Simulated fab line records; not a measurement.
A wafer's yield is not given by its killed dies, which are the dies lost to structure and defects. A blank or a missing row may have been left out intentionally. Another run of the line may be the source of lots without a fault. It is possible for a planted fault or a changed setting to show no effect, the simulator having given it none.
fab line records || flow sky130
record: {"lots": 6, "wafers": 18, "last_day": 50}
route steps=708 shown PWDE@48 NWELL@56
lots that met no fault: from a run of the same line without faults
start_h: start of the lot's first displayed wafer, in hours after the record's first day || wait_h: how many hours have passed since the lot's step before this one || " unchanged from the row above || L1.1+2: one row covering several wafers at once || - no value present, or no start provided || * or withheld: withheld || < > ~ a bound
route shown NAME@n: a module of which the file shows steps, and the number in the route of the first || usual: mean/standard deviation of fault-free wafers || same: alike in all rows || chamber/n: place in a boat || sites: each site's reading || _std_site: the standard deviation of these || _edge_site: the outer-site mean with the inner-site mean subtracted || radius_mm: for every site, how far away it sits from the centre of the wafer || mask NAME#n: copy n || behind: the last tool/chamber to shape the wafer || hold: reason for holding the lot/hours on hold/outcome of the hold || device: the transistor (n, p or np) that didn't switch || end of line: at the end of the route, the tests of the same wafers || for a step that has no rows: nothing shown but its recipe || killed: not the wafer's yield, but the dies lost to structure and defects at the first sort || map: per-die view of a wafer (x killed, . not killed, _ where there is no die)
set.NAME: the run value of the setting; set.NAME@STEP: its run value at that earlier step || model.NAME: the simulator's own value behind a step, which no gauge read
lots at selected steps of the route; one table per step, one row per wafer
services: from which hour (start_h, from the record's first day; less than 0 if before it) a tool's chamber was out of use, for how many hours, and why
== steps ==
step: SKY_PWDE_SOFTBAKE_03
recipe: {"temp_c": 110, "time_s": "withheld"}
step: SKY_PWDE_EXPOSE_04
recipe: {"mask_id": "PWDEM", "na": 0.6, "source_shape": "conventional", "sigma_outer": 0.6, "polarization": "unpolarized", "target_cd_nm": 840, "dose_mj": 214}
step: SKY_PWDE_PEB_05
recipe: {"temp_c": 115, "time_s": "withheld"}
step: SKY_PWDE_DEVELOP_06
recipe: {"wall_angle_deg": 90, "developer": "TMAH", "develop_time_s": 58.67, "dev_temp_c": 23}
step: SKY_PWDE_OVL_MEAS_07
usual: {"PWDE_OVL": "-0.5/1.6"}
{"lot.wafer": "L476.3", "tool": "overlay-02", "chamber": "-", "start_h": 97.25, "wait_h": "-", "PWDE_OVL[nm]": 1.6}
{"lot.wafer": "L476.4", "tool": "overlay-02", "chamber": "-", "start_h": 97.25, "wait_h": "-", "PWDE_OVL[nm]": 1.0}
{"lot.wafer": "L476.5", "tool": "overlay-02", "chamber": "-", "start_h": 97.25, "wait_h": "-", "PWDE_OVL[nm]": -0.7}
{"lot.wafer": "L487.1", "tool": "overlay-01", "chamber": "-", "start_h": 160.53, "wait_h": "-", "PWDE_OVL[nm]": -1.0}
{"lot.wafer": "L487.2", "tool": "overlay-01", "chamber": "-", "start_h": 160.53, "wait_h": "-", "PWDE_OVL[nm]": -2.2}
{"lot.wafer": "L487.3", "tool": "overlay-01", "chamber": "-", "start_h": 160.53, "wait_h": "-", "PWDE_OVL[nm]": -0.5}
{"lot.wafer": "L488.3", "tool": "overlay-02", "chamber": "-", "start_h": 163.77, "wait_h": "-", "PWDE_OVL[nm]": -2.3}
{"lot.wafer": "L488.4", "tool": "overlay-02", "chamber": "-", "start_h": 163.77, "wait_h": "-", "PWDE_OVL[nm]": -2.1}
{"lot.wafer": "L488.5", "tool": "overlay-02", "chamber": "-", "start_h": 163.77, "wait_h": "-", "PWDE_OVL[nm]": -1.9}
{"lot.wafer": "L489.1", "tool": "overlay-01", "chamber": "-", "start_h": 168.48, "wait_h": "-", "PWDE_OVL[nm]": -0.7}
{"lot.wafer": "L489.2", "tool": "overlay-01", "chamber": "-", "start_h": 168.48, "wait_h": "-", "PWDE_OVL[nm]": -1.3}
{"lot.wafer": "L489.3", "tool": "overlay-01", "chamber": "-", "start_h": 168.48, "wait_h": "-", "PWDE_OVL[nm]": 0.6}
{"lot.wafer": "L493.2", "tool": "overlay-01", "chamber": "-", "start_h": 193.10, "wait_h": "-", "PWDE_OVL[nm]": -1.4}
{"lot.wafer": "L493.3", "tool": "overlay-01", "chamber": "-", "start_h": 193.10, "wait_h": "-", "PWDE_OVL[nm]": 0.5}
{"lot.wafer": "L493.6", "tool": "overlay-01", "chamber": "-", "start_h": 193.10, "wait_h": "-", "PWDE_OVL[nm]": 0.7}
{"lot.wafer": "L494.3", "tool": "overlay-02", "chamber": "-", "start_h": 196.80, "wait_h": "-", "PWDE_OVL[nm]": -2.0}
{"lot.wafer": "L494.4", "tool": "overlay-02", "chamber": "-", "start_h": 196.80, "wait_h": "-", "PWDE_OVL[nm]": -2.2}
{"lot.wafer": "L494.6", "tool": "overlay-02", "chamber": "-", "start_h": 196.80, "wait_h": "-", "PWDE_OVL[nm]": -1.4}
step: SKY_PWDE_IMPLANT_08
recipe: {"species": "B", "energy_kev": 150, "dose_cm2": 3.6e+12, "tilt_deg": "withheld"}
step: SKY_PWDE_STRIP_09
recipe: {"chemistry": "O2/N2", "power_w": 1400, "pressure_mtorr": 1500, "platen_temp_c": "withheld", "o2_flow_sccm": 3000, "n2_flow_sccm": 300, "overash_fraction": 0.5}
usual: {"drypump_motor_current_A": "6.1/0.43", "oes_product_au": "0.723/0.0049", "strip_time_to_endpoint_s": "36.99/0.088"}
{"lot.wafer": "L476.3", "tool": "plasma_asher-03", "chamber": 0, "start_h": 97.46, "wait_h": 0.1, "drypump_motor_current_A": 6.5, "oes_product_au": 0.722, "rf_hours_counter_h": "-", "strip_time_to_endpoint_s": 36.89}
{"lot.wafer": "L476.4", "tool": "plasma_asher-03", "chamber": 1, "start_h": 97.46, "wait_h": 0.1, "drypump_motor_current_A": 5.9, "oes_product_au": 0.716, "rf_hours_counter_h": "-", "strip_time_to_endpoint_s": 36.91}
{"lot.wafer": "L476.5", "tool": "plasma_asher-03", "chamber": 0, "start_h": 97.46, "wait_h": 0.1, "drypump_motor_current_A": 6.5, "oes_product_au": 0.717, "rf_hours_counter_h": "-", "strip_time_to_endpoint_s": 37.04}
{"lot.wafer": "L487.1", "tool": "plasma_asher-03", "chamber": 0, "start_h": 160.71, "wait_h": 0.1, "drypump_motor_current_A": 6.5, "oes_product_au": 0.723, "rf_hours_counter_h": 35, "strip_time_to_endpoint_s": 36.95}
{"lot.wafer": "L487.2", "tool": "plasma_asher-03", "chamber": 1, "start_h": 160.71, "wait_h": 0.1, "drypump_motor_current_A": 5.9, "oes_product_au": 0.719, "rf_hours_counter_h": 35, "strip_time_to_endpoint_s": 37.01}
{"lot.wafer": "L487.3", "tool": "plasma_asher-03", "chamber": 1, "start_h": 160.71, "wait_h": 0.1, "drypump_motor_current_A": 5.9, "oes_product_au": 0.729, "rf_hours_counter_h": "-", "strip_time_to_endpoint_s": 37.14}
{"lot.wafer": "L488.3", "tool": "plasma_asher-04", "chamber": 0, "start_h": 163.97, "wait_h": 0.1, "drypump_motor_current_A": 6.2, "oes_product_au": 0.718, "rf_hours_counter_h": "-", "strip_time_to_endpoint_s": 36.95}
{"lot.wafer": "L488.4", "tool": "plasma_asher-04", "chamber": 1, "start_h": 163.97, "wait_h": 0.1, "drypump_motor_current_A": 6.2, "oes_product_au": 0.725, "rf_hours_counter_h": "-", "strip_time_to_endpoint_s": 37.04}
{"lot.wafer": "L488.5", "tool": "plasma_asher-04", "chamber": 0, "start_h": 163.97, "wait_h": 0.1, "drypump_motor_current_A": 6.2, "oes_product_au": 0.731, "rf_hours_counter_h": "-", "strip_time_to_endpoint_s": 37.03}
{"lot.wafer": "L489.1", "tool": "plasma_asher-02", "chamber": 0, "start_h": 168.66, "wait_h": 0.1, "drypump_motor_current_A": 5.0, "oes_product_au": 0.723, "rf_hours_counter_h": 5, "strip_time_to_endpoint_s": 36.79}
{"lot.wafer": "L489.2", "tool": "plasma_asher-02", "chamber": 1, "start_h": 168.66, "wait_h": 0.1, "drypump_motor_current_A": 6.2, "oes_product_au": 0.724, "rf_hours_counter_h": 5, "strip_time_to_endpoint_s": 36.87}
{"lot.wafer": "L489.3", "tool": "plasma_asher-02", "chamber": 0, "start_h": 168.66, "wait_h": 0.1, "drypump_motor_current_A": 5.0, "oes_product_au": 0.723, "rf_hours_counter_h": "-", "strip_time_to_endpoint_s": 36.91}
{"lot.wafer": "L493.2", "tool": "plasma_asher-04", "chamber": 0, "start_h": 193.28, "wait_h": 0.1, "drypump_motor_current_A": 6.2, "oes_product_au": 0.730, "rf_hours_counter_h": 51, "strip_time_to_endpoint_s": 36.91}
{"lot.wafer": "L493.3", "tool": "plasma_asher-04", "chamber": 1, "start_h": 193.28, "wait_h": 0.1, "drypump_motor_current_A": 6.2, "oes_product_au": 0.721, "rf_hours_counter_h": "-", "strip_time_to_endpoint_s": 36.88}
{"lot.wafer": "L493.6", "tool": "plasma_asher-04", "chamber": 1, "start_h": 193.28, "wait_h": 0.1, "drypump_motor_current_A": 6.2, "oes_product_au": 0.719, "rf_hours_counter_h": "-", "strip_time_to_endpoint_s": 36.86}
{"lot.wafer": "L494.3", "tool": "plasma_asher-03", "chamber": 0, "start_h": 197.01, "wait_h": 0.1, "drypump_motor_current_A": 6.5, "oes_product_au": 0.723, "rf_hours_counter_h": "-", "strip_time_to_endpoint_s": 37.01}
{"lot.wafer": "L494.4", "tool": "plasma_asher-03", "chamber": 1, "start_h": 197.01, "wait_h": 0.1, "drypump_motor_current_A": 5.9, "oes_product_au": 0.719, "rf_hours_counter_h": "-", "strip_time_to_endpoint_s": 36.98}
{"lot.wafer": "L494.6", "tool": "plasma_asher-03", "chamber": 0, "start_h": 197.01, "wait_h": 0.1, "drypump_motor_current_A": 6.5, "oes_product_au": 0.716, "rf_hours_counter_h": "-", "strip_time_to_endpoint_s": 36.93}
step: SKY_PWDE_TW_MEAS_10
usual: {"PWDE_TW": "371/4.3"}
{"lot.wafer": "L476.3", "tool": "film_metro-04", "chamber": "-", "start_h": 97.55, "wait_h": 0.1, "PWDE_TW": 376}
{"lot.wafer": "L476.4", "tool": "film_metro-04", "chamber": "-", "start_h": 97.55, "wait_h": 0.1, "PWDE_TW": 374}
{"lot.wafer": "L476.5", "tool": "film_metro-04", "chamber": "-", "start_h": 97.55, "wait_h": 0.1, "PWDE_TW": 375}
{"lot.wafer": "L487.1", "tool": "film_metro-03", "chamber": "-", "start_h": 160.81, "wait_h": 0.1, "PWDE_TW": 370}
{"lot.wafer": "L487.2", "tool": "film_metro-03", "chamber": "-", "start_h": 160.81, "wait_h": 0.1, "PWDE_TW": 367}
{"lot.wafer": "L487.3", "tool": "film_metro-03", "chamber": "-", "start_h": 160.81, "wait_h": 0.1, "PWDE_TW": 370}
{"lot.wafer": "L488.3", "tool": "film_metro-01", "chamber": "-", "start_h": 164.06, "wait_h": 0.1, "PWDE_TW": 367}
{"lot.wafer": "L488.4", "tool": "film_metro-01", "chamber": "-", "start_h": 164.06, "wait_h": 0.1, "PWDE_TW": 365}
{"lot.wafer": "L488.5", "tool": "film_metro-01", "chamber": "-", "start_h": 164.06, "wait_h": 0.1, "PWDE_TW": 363}
{"lot.wafer": "L489.1", "tool": "film_metro-01", "chamber": "-", "start_h": 168.76, "wait_h": 0.1, "PWDE_TW": 365}
{"lot.wafer": "L489.2", "tool": "film_metro-01", "chamber": "-", "start_h": 168.76, "wait_h": 0.1, "PWDE_TW": 366}
{"lot.wafer": "L489.3", "tool": "film_metro-01", "chamber": "-", "start_h": 168.76, "wait_h": 0.1, "PWDE_TW": 365}
{"lot.wafer": "L493.2", "tool": "film_metro-03", "chamber": "-", "start_h": 193.39, "wait_h": 0.1, "PWDE_TW": 371}
{"lot.wafer": "L493.3", "tool": "film_metro-03", "chamber": "-", "start_h": 193.39, "wait_h": 0.1, "PWDE_TW": 372}
{"lot.wafer": "L493.6", "tool": "film_metro-03", "chamber": "-", "start_h": 193.39, "wait_h": 0.1, "PWDE_TW": 374}
{"lot.wafer": "L494.3", "tool": "film_metro-03", "chamber": "-", "start_h": 197.10, "wait_h": 0.1, "PWDE_TW": 370}
{"lot.wafer": "L494.4", "tool": "film_metro-03", "chamber": "-", "start_h": 197.10, "wait_h": 0.1, "PWDE_TW": 369}
{"lot.wafer": "L494.6", "tool": "film_metro-03", "chamber": "-", "start_h": 197.10, "wait_h": 0.1, "PWDE_TW": 369}
step: SKY_NWELL_DEHYDRATE_03
recipe: {"temp_c": 200, "time_s": 60}
step: SKY_NWELL_HMDS_04
recipe: {"prime_time_s": 60, "prime_temp_c": 120}
step: SKY_NWELL_COAT_05
recipe: {"spin_rpm": 2000, "resist_thk_nm": 3000}
step: SKY_NWELL_SOFTBAKE_06
recipe: {"temp_c": 110, "time_s": "withheld"}
step: SKY_NWELL_EXPOSE_07
recipe: {"mask_id": "NWM", "na": 0.6, "source_shape": "conventional", "sigma_outer": 0.6, "polarization": "unpolarized", "target_cd_nm": 840, "dose_mj": 255}
usual: {"exposure_dose_mJ_cm2": "255.01/0.24", "focus_offset_nm": "0.0/0.5", "reticle_temp_C": "23.02/0.12"}
{"lot.wafer": "L476.3", "tool": "iline_stepper-01", "chamber": 0, "start_h": 106.77, "wait_h": "-", "mask": "NWM#0", "exposure_dose_mJ_cm2": 254.71, "focus_offset_nm": 0.0, "reticle_temp_C": 23.00}
{"lot.wafer": "L476.4", "tool": "iline_stepper-01", "chamber": 0, "start_h": 106.77, "wait_h": "-", "mask": "NWM#0", "exposure_dose_mJ_cm2": 254.54, "focus_offset_nm": -0.5, "reticle_temp_C": 23.00}
{"lot.wafer": "L476.5", "tool": "iline_stepper-01", "chamber": 0, "start_h": 106.77, "wait_h": "-", "mask": "NWM#0", "exposure_dose_mJ_cm2": 254.84, "focus_offset_nm": -0.3, "reticle_temp_C": 23.06}
{"lot.wafer": "L487.1", "tool": "iline_stepper-01", "chamber": "-", "start_h": 170.76, "wait_h": "-", "mask": "NWM#0", "exposure_dose_mJ_cm2": "-", "focus_offset_nm": "-", "reticle_temp_C": "-"}
{"lot.wafer": "L487.2", "tool": "iline_stepper-01", "chamber": "-", "start_h": 170.76, "wait_h": "-", "mask": "NWM#0", "exposure_dose_mJ_cm2": "-", "focus_offset_nm": "-", "reticle_temp_C": "-"}
{"lot.wafer": "L487.3", "tool": "iline_stepper-01", "chamber": "-", "start_h": 170.76, "wait_h": "-", "mask": "NWM#0", "exposure_dose_mJ_cm2": "-", "focus_offset_nm": "-", "reticle_temp_C": "-"}
{"lot.wafer": "L488.3", "tool": "iline_stepper-02", "chamber": "-", "start_h": 175.05, "wait_h": "-", "mask": "NWM#0", "exposure_dose_mJ_cm2": "-", "focus_offset_nm": "-", "reticle_temp_C": "-"}
{"lot.wafer": "L488.4", "tool": "iline_stepper-02", "chamber": "-", "start_h": 175.05, "wait_h": "-", "mask": "NWM#0", "exposure_dose_mJ_cm2": "-", "focus_offset_nm": "-", "reticle_temp_C": "-"}
{"lot.wafer": "L488.5", "tool": "iline_stepper-02", "chamber": "-", "start_h": 175.05, "wait_h": "-", "mask": "NWM#0", "exposure_dose_mJ_cm2": "-", "focus_offset_nm": "-", "reticle_temp_C": "-"}
{"lot.wafer": "L489.1", "tool": "iline_stepper-01", "chamber": 0, "start_h": 179.04, "wait_h": "-", "mask": "NWM#0", "exposure_dose_mJ_cm2": 254.71, "focus_offset_nm": -0.2, "reticle_temp_C": 22.88}
{"lot.wafer": "L489.2", "tool": "iline_stepper-01", "chamber": 0, "start_h": 179.04, "wait_h": "-", "mask": "NWM#0", "exposure_dose_mJ_cm2": 254.86, "focus_offset_nm": -0.2, "reticle_temp_C": 23.11}
{"lot.wafer": "L489.3", "tool": "iline_stepper-01", "chamber": 0, "start_h": 179.04, "wait_h": "-", "mask": "NWM#0", "exposure_dose_mJ_cm2": 255.03, "focus_offset_nm": -0.2, "reticle_temp_C": 22.87}
{"lot.wafer": "L493.2", "tool": "iline_stepper-01", "chamber": 0, "start_h": 203.88, "wait_h": "-", "mask": "NWM#0", "exposure_dose_mJ_cm2": 254.95, "focus_offset_nm": 0.3, "reticle_temp_C": 23.02}
{"lot.wafer": "L493.3", "tool": "iline_stepper-01", "chamber": 0, "start_h": 203.88, "wait_h": "-", "mask": "NWM#0", "exposure_dose_mJ_cm2": 255.02, "focus_offset_nm": 0.4, "reticle_temp_C": 23.05}
{"lot.wafer": "L493.6", "tool": "iline_stepper-01", "chamber": 0, "start_h": 203.88, "wait_h": "-", "mask": "NWM#0", "exposure_dose_mJ_cm2": 255.01, "focus_offset_nm": 0.4, "reticle_temp_C": 23.06}
{"lot.wafer": "L494.3", "tool": "iline_stepper-01", "chamber": 0, "start_h": 207.17, "wait_h": "-", "mask": "NWM#0", "exposure_dose_mJ_cm2": 255.17, "focus_offset_nm": 0.3, "reticle_temp_C": 23.03}
{"lot.wafer": "L494.4", "tool": "iline_stepper-01", "chamber": 0, "start_h": 207.17, "wait_h": "-", "mask": "NWM#0", "exposure_dose_mJ_cm2": 254.74, "focus_offset_nm": 0.0, "reticle_temp_C": 22.98}
{"lot.wafer": "L494.6", "tool": "iline_stepper-01", "chamber": 0, "start_h": 207.17, "wait_h": "-", "mask": "NWM#0", "exposure_dose_mJ_cm2": 254.95, "focus_offset_nm": -0.2, "reticle_temp_C": 23.00}
step: SKY_NWELL_PEB_08
recipe: {"temp_c": 115, "time_s": "withheld"}
== services ==
{"tool": "plasma_asher-02", "chamber": "-", "start_h": 108.75, "hours": 9.0, "kind": "pm"}
{"tool": "plasma_asher-02", "chamber": 0, "start_h": 108.75, "hours": 9.0, "kind": "vent_cycle"}
{"tool": "plasma_asher-02", "chamber": 1, "start_h": 108.75, "hours": 9.0, "kind": "vent_cycle"}
{"tool": "iline_stepper-02", "chamber": "-", "start_h": 113.01, "hours": 0.8, "kind": "repair"}
{"tool": "plasma_asher-02", "chamber": 0, "start_h": 117.75, "hours": "-", "kind": "clean"}
{"tool": "plasma_asher-02", "chamber": 1, "start_h": 117.75, "hours": "-", "kind": "clean"}
{"tool": "iline_stepper-01", "chamber": 0, "start_h": 174.26, "hours": "-", "kind": "calibration"}
{"tool": "plasma_asher-02", "chamber": "-", "start_h": 174.68, "hours": 13.5, "kind": "repair"}
{"tool": "iline_stepper-02", "chamber": 0, "start_h": 181.34, "hours": "-", "kind": "calibration"}
== key ==
first_sign: {"step": "SKY_NWELL_EXPOSE_07", "reading": "tool_record", "direction": "missing"}
effect none on later readings
met_at SKY_NWELL_EXPOSE_07
struck_wafers L487.1,L487.2,L487.3,L488.3,L488.4,L488.5
sort_left_out L487.1,L487.2,L487.3,L488.3,L488.4,L488.5
tester_left_out L487,L488
onset_between 106.77 170.76
fault: {"kind": "skipped_step_whole", "tool": "iline_stepper-01,iline_stepper-02", "chamber": "-", "onset_h": 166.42, "steps": "SKY_NWELL_EXPOSE_07", "scope": "struck_lots_only"}
tester_left_out: of these lots the tester's yield and bins aren't shown, on N5 and GAA mostly nor the transistor test; their killed dies are dies lost to structure and defects alone, not to doping, threshold or leakage, so they don't give the yield
sort_left_out: the simulated sort isn't trusted on such a fault, so these wafers' sort isn't shown, and their yield isn't known
